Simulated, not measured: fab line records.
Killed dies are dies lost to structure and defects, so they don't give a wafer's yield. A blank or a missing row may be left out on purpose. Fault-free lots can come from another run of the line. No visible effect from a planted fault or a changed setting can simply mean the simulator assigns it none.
Which tool is to blame? -- flow sky130 -- 11 lots, 33 wafers sampled, at 2 steps of a route of 708

WHAT THE GAUGES READ, wafer by wafer
SKY_LI_CONTACT_THK_MEAS_01.
lot,measured,on,LI_CONTACT_HDPCVD_THK (nm)
L658,day 28 22:16,filmMetro-02,929 922 935
L659,day 29 07:49,filmMetro-01,920 927 929
L660,day 29 11:46,filmMetro-02,942 933 937
L662,day 30 14:13,filmMetro-04,909 924 915
L664,day 31 02:46,filmMetro-02,914 932 921
L667,day 31 20:10,filmMetro-04,937 1141 916
L669,day 32 14:52,filmMetro-02,928 1149 929
L676,day 34 14:31,filmMetro-02,937 934 935
L677,day 35 02:04,filmMetro-02,930 918 923
L678,day 35 06:59,filmMetro-01,929 930 924
L679,day 35 13:16,filmMetro-02,936 940 949

WHAT TOOL EACH LOT RAN ON (gives the tool, then ch and the chambers of the sampled wafers, and finally the start)
lot,SKY_LI_CONTACT_HDPCVD_00
L658,"hdpcvd-02 ch 0,1,2, day 28 22:10"
L659,"hdpcvd-01 ch 0,1,2, day 29 07:43"
L660,"hdpcvd-01 ch 1,2, day 29 11:40"
L662,"hdpcvd-01 ch 0,1, day 30 14:07"
L664,"hdpcvd-02 ch 0,2, day 31 02:40"
L667,"hdpcvd-02 ch 0,1,2, day 31 20:04"
L669,"hdpcvd-02 ch 0,2, day 32 14:46"
L676,"hdpcvd-01 ch 1,2, day 34 14:25"
L677,"hdpcvd-01 ch 0,2, day 35 01:58"
L678,"hdpcvd-01 ch 0,1, day 35 06:52"
L679,"hdpcvd-02 ch 0,1, day 35 13:07"
- SKY_LI_CONTACT_HDPCVD_00: deposits PSG, target thk 930 nm, time 155 s.

AS READ BY THE TOOLS THEMSELVES (means over the sampled wafers that have a number; for cases with no such wafer, the mark the record gives instead)
SKY_LI_CONTACT_HDPCVD_00.
lot,tool,runLengthS (s)
L658,hdpcvd-02,182.7
L659,hdpcvd-01,182.7
L660,hdpcvd-01,182.5
L662,hdpcvd-01,182.7
L664,hdpcvd-02,183.0
L667,hdpcvd-02,194.6
L669,hdpcvd-02,194.7
L676,hdpcvd-01,182.3
L677,hdpcvd-01,182.8
L678,hdpcvd-01,182.8
L679,hdpcvd-02,182.9

THE ANSWER, worked out from the rows above alone
Rule: what is usual is taken from the lots themselves. Put in order of their means at a reading, lots are off if they are a third of the lots or fewer, leave a main group of 4 or more, and stand apart from it by a gap of 3 or more times the standard deviation of the main group's means; of several such gaps the widest counts. A main group is skipped when, at the precision printed for the reading in the tables above, its means are all equal. Also off: a lot with no number at a reading for which 4 or more lots have one. Where the step has rows for the other lots, those lots are counted as sound. The gauges are gone through in route order, then the tools' own readings, and for those a lot's mean is taken as printed above. The first step at which some lot is off is used, and at that step the reading that is off furthest; a lot without a number counts as furthest.
Off: L667, L669, seen at SKY_LI_CONTACT_THK_MEAS_01 (LI_CONTACT_HDPCVD_THK). The main group: mean 929 nm, standard deviation 7.6.
A tool fits if, at a process step before that reading, it ran every lot that is off, and no sound lot after the first of them. Not tried: the gauges at SKY_LI_CONTACT_THK_MEAS_01; whatever is off there is also off at SKY_LI_CONTACT_HDPCVD_00, on other tools, and gauge error can't account for it. None of those tried fits.

WHAT THE SIMULATOR PUT IN
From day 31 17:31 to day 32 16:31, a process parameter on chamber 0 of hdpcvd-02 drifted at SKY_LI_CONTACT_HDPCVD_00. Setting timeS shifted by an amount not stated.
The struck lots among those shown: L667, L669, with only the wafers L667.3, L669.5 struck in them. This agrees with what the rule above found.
